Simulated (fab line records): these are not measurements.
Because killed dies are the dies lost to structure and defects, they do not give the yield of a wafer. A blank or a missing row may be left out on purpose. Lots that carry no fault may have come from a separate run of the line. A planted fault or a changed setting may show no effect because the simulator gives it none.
fab line records	flow sky130
[record] lots = 13	wafers = 39	lastDay = 49
route steps=708 shown LDD_HVN@276 LDD_LDN@296 SD_P@324 LI_CONTACT@364 PAD_OPEN@708
lots untouched by any fault: they come from a run of this same line in which no faults occurred
startH: start of the lot's first displayed wafer, in hours after the record's first day	waitH: how many hours have passed since the lot's step before this one	" same as the row above	L1.1+2: a row that stands for several wafers	- no value, or no start given	* or withheld: withheld	< > ~ a bound
route shown NAME@n: a module of which the file shows steps, and the number in the route of the first	usual: average and standard deviation across the fault-free wafers	same: alike in all rows	chamber/n: place in a boat	sites: per-site readings	_std_site: the standard deviation of these	_edge_site: inner sites' mean taken away from outer sites' mean	radiusMm: how far each site lies from the wafer's centre	mask NAME#n: copy n	behind: the most recent tool/chamber to have shaped the wafer	hold: cause of the lot's hold/its duration in hours/its outcome	device: the n, p or np transistor that did not switch	end of line: the route-end tests of the same wafers	a step with no rows: only its recipe	killed: dies that structure and defects cost at the first sort, which is not the same as the wafer's yield	map: shows each die of a wafer: x if killed, . if not, _ if none is there
set.NAME: the setting the step ran with; set.NAME@STEP: the setting that earlier step ran with	model.NAME: the simulator's own value behind a step, which no gauge read
steps of the route over a sample of lots; a table a step, a row a wafer
services: the hour from which a tool's chamber was out of use, counted from the record's first day as startH (under 0 if before that day), plus the number of hours and why
[[steps]]
[step SKY_LDD_HVN_STRIP_09]
[recipe] chemistry = O2/N2	powerW = 1400	pressureMtorr = 1500	platenTempC = withheld	o2FlowSccm = 3000	n2FlowSccm = 300	overashFraction = 0.5
[usual] drypumpMotorCurrentA = 5.74/0.3	oesProductAu = 0.408/0.0047	stripTimeToEndpointS = 4.129/0.016
lot.wafer	tool	chamber	startH	waitH	drypumpMotorCurrentA	oesProductAu	rfHoursCounterH	stripTimeToEndpointS
L783.2	plasmaAsher-02	0	501.12	0.1	5.32	0.403	69	4.108
L783.3	"	1	"	"	6.18	0.408	-	4.123
L783.4	"	0	"	"	5.31	0.396	-	4.104
L782.1	plasmaAsher-02	1	501.90	0.1	6.18	0.402	69	4.133
L782.2	"	0	"	"	5.33	0.409	69	4.132
L782.3	"	0	"	"	5.33	0.412	-	4.141
L781.1	plasmaAsher-01	0	502.20	0.1	5.83	0.408	7	4.155
L781.3	"	1	"	"	5.68	0.409	-	4.129
L781.5	"	1	"	"	5.68	0.406	-	4.152
L785.2	plasmaAsher-02	0	508.40	0.1	5.32	0.411	69	4.139
L785.3	"	1	"	"	6.20	0.415	-	4.125
L785.5	"	0	"	"	5.30	0.418	-	4.127
L786.2	plasmaAsher-01	0	510.11	0.1	5.85	0.409	8	4.123
L786.3	"	0	"	"	5.84	0.408	-	4.132
L786.5	"	1	"	"	5.73	0.411	-	4.133
L784.2	plasmaAsher-01	1	510.57	0.1	5.68	0.410	8	4.153
L784.4	"	0	"	"	5.84	0.419	-	4.157
L784.6	"	0	"	"	5.86	0.402	-	4.136
L788.1	plasmaAsher-02	1	523.01	0.1	6.16	0.401	71	4.093
L788.2	"	0	"	"	5.34	0.398	71	4.089
L788.6	"	1	"	"	6.21	0.399	-	4.124
L790.1	plasmaAsher-01	0	542.37	0.1	5.83	0.398	11	4.126
L790.4	"	1	"	"	5.70	0.403	-	4.145
L790.6	"	0	"	"	5.84	0.401	-	4.149
L791.1	plasmaAsher-01	1	579.15	0.1	5.69	0.413	15	4.151
L791.2	"	0	"	"	5.85	0.412	15	4.150
L791.6	"	0	"	"	5.83	0.409	-	4.155
L793.1	plasmaAsher-01	1	586.52	0.1	5.73	0.410	16	4.127
L793.4	"	1	"	"	5.67	0.408	-	4.135
L793.5	"	1	"	"	5.73	0.406	-	4.137
L796.1	plasmaAsher-01	1	601.96	0.1	5.67	0.404	17	4.111
L796.2	"	0	"	"	5.81	0.406	17	4.109
L796.5	"	0	"	"	5.83	0.405	-	4.120
L795.1	plasmaAsher-03	1	603.72	0.1	5.29	0.411	45	4.134
L795.3	"	0	"	"	6.03	0.411	-	4.135
L795.5	"	0	"	"	6.06	0.416	-	4.110
L798.2	plasmaAsher-01	1	613.16	0.1	5.66	0.413	18	4.146
L798.5	"	1	"	"	5.72	0.409	-	4.118
L798.6	"	0	"	"	5.84	0.404	-	4.132
[step SKY_LDD_LDN_OVL_MEAS_07]
[usual] LDD_LDN_OVL = -0.6/1.2
lot.wafer	tool	chamber	startH	waitH	LDD_LDN_OVL[nm]
L783.2	overlay-02	-	560.14	0.1	-1.2
L783.3	"	-	"	"	-0.5
L783.4	"	-	"	"	-1.4
L782.1	overlay-02	-	561.41	0.1	-2.0
L782.2	"	-	"	"	-1.4
L782.3	"	-	"	"	-1.7
L781.1	overlay-02	-	561.87	0.1	-1.4
L781.3	"	-	"	"	-0.6
L781.5	"	-	"	"	0.2
L785.2	overlay-01	-	566.82	0.1	-2.1
L785.3	"	-	"	"	-1.5
L785.5	"	-	"	"	-1.7
L786.2	overlay-01	-	568.44	0.1	2.2
L786.3	"	-	"	"	1.4
L786.5	"	-	"	"	-0.4
L784.2	overlay-02	-	568.53	0.1	-1.5
L784.4	"	-	"	"	-2.1
L784.6	"	-	"	"	0.0
L788.1	overlay-02	-	582.36	0.1	1.8
L788.2	"	-	"	"	0.4
L788.6	"	-	"	"	-0.3
L790.1	overlay-01	-	602.03	0.1	0.9
L790.4	"	-	"	"	-0.1
L790.6	"	-	"	"	0.9
L791.1	overlay-01	-	637.13	0.1	-0.9
L791.2	"	-	"	"	-1.5
L791.6	"	-	"	"	-2.1
L793.1	overlay-02	-	643.52	0.1	0.4
L793.4	"	-	"	"	0.8
L793.5	"	-	"	"	0.8
L796.1	overlay-02	-	657.71	0.1	0.7
L796.2	"	-	"	"	-1.8
L796.5	"	-	"	"	-0.5
L795.1	overlay-02	-	660.58	0.1	0.7
L795.3	"	-	"	"	0.5
L795.5	"	-	"	"	0.1
L798.2	overlay-02	-	669.97	0.1	-0.3
L798.5	"	-	"	"	-1.2
L798.6	"	-	"	"	-0.5
[step SKY_SD_P_EXPOSE_04]
[recipe] maskId = PSDM	na = 0.6	sourceShape = conventional	sigmaOuter = 0.6	polarization = unpolarized	targetCdNm = 380	doseMj = 138
[same] sigmaOuter = 0.6
lot.wafer	tool	chamber	startH	waitH	mask
L783.2+3+4	ilineStepper-01	0	607.97	-	PSDM#0
L782.1+2+3	ilineStepper-01	0	610.19	-	PSDM#0
L781.1+3+5	ilineStepper-01	0	610.82	-	PSDM#0
L785.2+3+5	ilineStepper-01	0	613.39	-	PSDM#0
L786.2+3+5	ilineStepper-01	0	614.25	-	PSDM#0
L784.2+4+6	ilineStepper-01	0	617.02	-	PSDM#0
L788.1+2+6	ilineStepper-02	0	628.12	-	PSDM#0
L790.1+4+6	ilineStepper-01	0	647.19	-	PSDM#0
L791.1+2+6	ilineStepper-01	0	681.30	-	PSDM#0
L793.1+4+5	ilineStepper-02	0	690.27	-	PSDM#0
L796.1+2+5	ilineStepper-02	0	702.62	-	PSDM#0
L795.1+3+5	ilineStepper-01	0	705.44	-	PSDM#0
L798.2+5+6	ilineStepper-02	0	714.56	-	PSDM#0
[step SKY_SD_P_OVL_MEAS_08]
[usual] SD_P_OVL = -0.1/1.5
lot.wafer	tool	chamber	startH	waitH	hold	SD_P_OVL[nm]
L783.2	overlay-02	-	621.55	0.1	-	-0.4
L783.3	"	-	"	"	-	0.2
L783.4	"	-	"	"	-	0.3
L782.1	overlay-01	-	623.79	0.1	-	-1.0
L782.2	"	-	"	"	-	0.2
L782.3	"	-	"	"	-	0.4
L781.1	overlay-01	-	624.54	0.1	-	-1.8
L781.3	"	-	"	"	-	-0.3
L781.5	"	-	"	"	-	1.0
L785.2	overlay-01	-	627.56	0.1	-	1.9
L785.3	"	-	"	"	-	2.7
L785.5	"	-	"	"	-	0.1
L786.2	overlay-02	-	628.39	0.1	-	-2.1
L786.3	"	-	"	"	-	0.9
L786.5	"	-	"	"	-	0.1
L784.2	overlay-02	-	631.20	0.1	awaitDispo/0.2h/release	-58.3
L784.4	"	-	"	"	awaitDispo/0.2h/release	-57.8
L784.6	"	-	"	"	awaitDispo/0.2h/release	-56.8
L784.2	overlay-02	-	631.40	0.2	-	-57.6
L784.4	"	-	"	"	-	-57.4
L784.6	"	-	"	"	-	-56.7
L788.1	overlay-01	-	641.40	0.1	-	1.2
L788.2	"	-	"	"	-	1.7
L788.6	"	-	"	"	-	1.4
L790.1	overlay-02	-	661.95	0.1	awaitDispo/0.2h/release	-58.3
L790.4	"	-	"	"	awaitDispo/0.2h/release	-57.6
L790.6	"	-	"	"	awaitDispo/0.2h/release	-56.5
L790.1	overlay-02	-	662.17	0.2	-	-56.7
L790.4	"	-	"	"	-	-56.4
L790.6	"	-	"	"	-	-55.6
L791.1	overlay-02	-	695.74	0.1	awaitDispo/0.2h/release	-60.2
L791.2	"	-	"	"	awaitDispo/0.2h/release	-59.8
L791.6	"	-	"	"	awaitDispo/0.2h/release	-56.2
L791.1	overlay-02	-	695.95	0.2	-	-59.0
L791.2	"	-	"	"	-	-59.4
L791.6	"	-	"	"	-	-56.1
L793.1	overlay-01	-	703.64	0.1	-	-1.4
L793.4	"	-	"	"	-	0.5
L793.5	"	-	"	"	-	0.5
L796.1	overlay-01	-	715.99	0.1	-	0.3
L796.2	"	-	"	"	-	1.9
L796.5	"	-	"	"	-	0.1
L795.1	overlay-01	-	719.50	0.1	awaitDispo/0.2h/release	-57.4
L795.3	"	-	"	"	awaitDispo/0.2h/release	-60.0
L795.5	"	-	"	"	awaitDispo/0.2h/release	-59.0
L795.1	overlay-01	-	719.70	0.2	-	-57.3
L795.3	"	-	"	"	-	-59.4
L795.5	"	-	"	"	-	-57.6
L798.2	overlay-02	-	728.24	0.1	-	-0.8
L798.5	"	-	"	"	-	-0.4
L798.6	"	-	"	"	-	-2.2
[step SKY_LI_CONTACT_CMP_02]
[recipe] material = PSG	downForcePsi = 4	platenRpm = 60	padVelocityMS = 0.94248
[usual] motorCurrentA = 12.6/1	timeToEndpointS = 29.8/2.7
lot.wafer	tool	chamber	startH	waitH	motorCurrentA	timeToEndpointS
L783.3	cmp-02	3	679.51	0.0	13.3	32.4
L783.4	"	1	"	"	14.1	27.5
L783.2	"	2	"	"	11.5	27.8
L782.3	cmp-02	2	681.71	0.0	10.5	28.6
L782.1	"	3	"	"	12.0	32.2
L782.2	"	0	"	"	13.7	32.6
L781.3	cmp-01	3	682.29	0.0	12.3	31.4
L781.1	"	0	"	"	11.9	31.9
L781.5	"	0	"	"	12.1	33.1
L785.2	cmp-02	1	685.14	0.0	13.9	27.9
L785.3	"	3	"	"	13.0	29.9
L785.5	"	2	"	"	11.2	28.7
L786.2	cmp-02	0	686.29	0.1	14.5	32.6
L786.3	"	1	"	"	14.1	28.9
L786.5	"	3	"	"	12.6	33.8
L788.1	cmp-01	0	700.26	0.1	12.4	29.5
L788.2	"	1	"	"	11.8	26.1
L788.6	"	2	"	"	13.4	29.5
L793.4	cmp-01	2	759.20	0.1	13.5	30.7
L793.1	"	3	"	"	11.7	30.4
L793.5	"	0	"	"	11.8	34.2
L796.2	cmp-01	1	771.25	0.0	12.0	27.8
L796.1	"	2	"	"	14.1	34.4
L796.5	"	2	"	"	13.8	34.7
L798.2	cmp-01	2	783.56	0.0	13.3	31.1
L798.5	"	2	"	"	14.2	34.3
L798.6	"	3	"	"	11.9	31.6
[step SKY_PAD_OPEN_PROBE_99]
[usual] defectLimitedYield = 83.0/1.8	killed_at_M0_to_M3 = 42/6.6	killed_at_M4_up = 3.0/1.7	killedAtContacts = 24/5.3	killedAtFrontEnd = 15/4.5	killedAtOther = 0.2/0.49	killedDies = 83/9	killedOpen = 45/6.9	killedShort = 38/5.8	sort_bin_3_pad_short = 0.8/0.4	sort_bin_5_function = 10.0/1.5	sort_bin_6_memory = 6.1/1.1	sortNPass = 409/9	sortYieldPct = 83.0/1.8
[same] grossDies = 492	killedAtBackSide = 0	sort_bin_4_leakage[%] = 0	sort_bin_8_speed[%] = 0
lot.wafer	tool	chamber	startH	waitH	defectLimitedYield[%]	killed_at_M0_to_M3	killed_at_M4_up	killedAtContacts	killedAtFrontEnd	killedAtOther	killedDies	killedOpen	killedShort	sort_bin_3_pad_short[%]	sort_bin_5_function[%]	sort_bin_6_memory[%]	sortNPass	sortYieldPct[%]
L796.1	prober-02	-	1168.09	0.1	81.9	54	5	20	10	0	89	47	40	1.2	10.0	6.9	403	81.9
L796.2	prober-02	-	1168.14	0.1	81.7	43	4	26	16	1	90	47	41	0.8	9.6	7.9	402	81.7
L796.5	prober-02	-	1168.29	0.2	80.9	57	5	18	14	0	94	46	48	0.6	11.6	6.9	398	80.9
// killed by level:class
L796.1 METAL2:geometricParticle:short=12 VIA1:geometricParticle:open=10 CONTACT:geometricParticle:open=8 VIA2:geometricParticle:open=6 LI_CONTACT:geometricParticle:open=5 METAL1:geometricParticle:short=5 VIA3:geometricParticle:open=5 POLY_GATE:geometricParticle:open=4
L796.2 VIA1:geometricParticle:open=12 LI_CONTACT:geometricParticle:open=9 CONTACT:geometricParticle:open=9 METAL2:geometricParticle:short=7 POLY_GATE:geometricParticle:short=5 VIA2:geometricParticle:open=5 LOCAL_INTERCONNECT:geometricParticle:short=4 METAL1:geometricParticle:short=4
L796.5 VIA1:geometricParticle:open=12 VIA1:geometricParticle:short=9 VIA3:geometricParticle:open=8 METAL1:geometricParticle:short=6 VIA2:geometricParticle:open=6 FIELD_ISO:geometricParticle:short=5 CONTACT:geometricParticle:open=5 METAL3:geometricParticle:short=5
[[services]]
tool	chamber	startH	hours	kind
cmp-02	-	483.27	2.9	repair
ilineStepper-02	-	485.50	2.5	repair
ilineStepper-01	-	488.00	1.7	pm
cmp-02	-	494.52	0.6	repair
cmp-02	-	496.14	3.9	repair
cmp-02	-	503.81	3.5	repair
cmp-02	-	508.28	0.9	repair
ilineStepper-01	-	523.42	1.5	repair
cmp-01	-	523.64	4.4	pm
cmp-01	-	562.23	0.6	repair
cmp-01	-	565.03	1.2	repair
cmp-01	-	565.91	0.8	repair
cmp-01	-	572.00	4.0	pm
ilineStepper-01	-	587.19	2.1	pm
cmp-01	-	595.24	5.3	repair
cmp-01	-	611.14	1.9	repair
cmp-01	-	613.74	0.8	repair
ilineStepper-01	-	662.77	15.9	repair
cmp-01	-	666.69	4.3	repair
plasmaAsher-01	-	696.02	2.8	pm
ilineStepper-01	-	705.60	1.7	pm
cmp-01	-	733.81	0.3	repair
cmp-01	-	737.50	6.0	pm
cmp-01	-	781.89	0.2	repair
[[key]]
[firstSign] step = SKY_SD_P_OVL_MEAS_08	reading = visit	direction = added
[effect] step = SKY_SD_P_OVL_MEAS_08	reading = SD_P_OVL	direction = down	sigmas = 39	usual = -0.1	struck = -58.2
metAt SKY_SD_P_EXPOSE_04
struckLots L784,L790,L791,L795
scrappedBehind SKY_SD_P_OVL_MEAS_08 L784.2,L784.4,L784.6,L790.1,L790.4,L790.6,L791.1,L791.2,L791.6,L795.1,L795.3,L795.5
notActingAt SKY_LDD_HVN_STRIP_09,SKY_LDD_LDN_OVL_MEAS_07,SKY_LI_CONTACT_CMP_02
onsetBetween 614.25 617.02
[fault] kind = scannerMatchingOverlay	tool = ilineStepper-01	chamber = -	onsetH = 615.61	steps = SKY_SD_P_EXPOSE_04	offset = -58.529
